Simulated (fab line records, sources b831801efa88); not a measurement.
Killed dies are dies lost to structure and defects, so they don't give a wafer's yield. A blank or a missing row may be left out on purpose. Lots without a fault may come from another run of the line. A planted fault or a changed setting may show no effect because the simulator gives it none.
Chamber matching | flow sky130 | SKY_PASSIVATION_ETCH_11 on rie_diel-01: 4 sister chambers
The step etches the open film in CF4/O2, stops on AlCu, target depth 725 nm, time 161.1 s. 8 wafers are shown with their chamber, then 10 later ones without.

WAFERS WITH THEIR CHAMBER
wafer  | chamber | drypump_motor_current_A (A) | oes_product_au (a.u.)
L084.6 | 1       | 5.4                         | 0.972
L085.2 | 1       | 5.4                         | 0.966
L087.3 | 2       | 5.9                         | 0.973
L087.4 | 0       | 5.0                         | 0.963
L093.3 | 0       | 5.0                         | 0.967
L093.6 | 3       | 6.1                         | 0.967
L094.2 | 2       | 5.9                         | 0.969
L094.3 | 3       | 6.2                         | 0.972

WAFERS WITHOUT THEIR CHAMBER
wafer  | drypump_motor_current_A (A) | oes_product_au (a.u.)
L094.4 | 5.4                         | 0.964
L095.2 | 5.0                         | 0.960
L095.5 | 6.1                         | 0.969
L095.6 | 5.0                         | 0.955
L096.4 | 5.0                         | 0.961
L096.5 | 5.0                         | 0.953
L096.6 | 6.2                         | 0.977
L097.1 | 5.0                         | 0.954
L097.3 | 6.2                         | 0.972
L097.6 | 5.4                         | 0.978

WHICH CHAMBER EACH WENT THROUGH
wafer  | from the rows above | in truth
L094.4 | 1                   | 1
L095.2 | 0                   | 0
L095.5 | 3                   | 3
L095.6 | 0                   | 0
L096.4 | 0                   | 0
L096.5 | 0                   | 0
L096.6 | 3                   | 3
L097.1 | 0                   | 0
L097.3 | 3                   | 3
L097.6 | 1                   | 1
Placed correctly: 10 of 10. Can't be placed from these rows: 0. Placed wrongly: 0.
How it was worked out, from the rows above alone: a wafer's distance from a chamber is the root of the sum, over the readings, of the square of ((its reading less the chamber's mean) divided by the reading's scatter). The wafer belongs to the nearest chamber; if the next one is less than 2 further off, it can't be placed. A chamber's mean is the mean of its shown wafers. The scatter: the root of (the sum of the squares of (reading less its chamber's mean) over the shown wafers, divided by (wafers less chambers)).
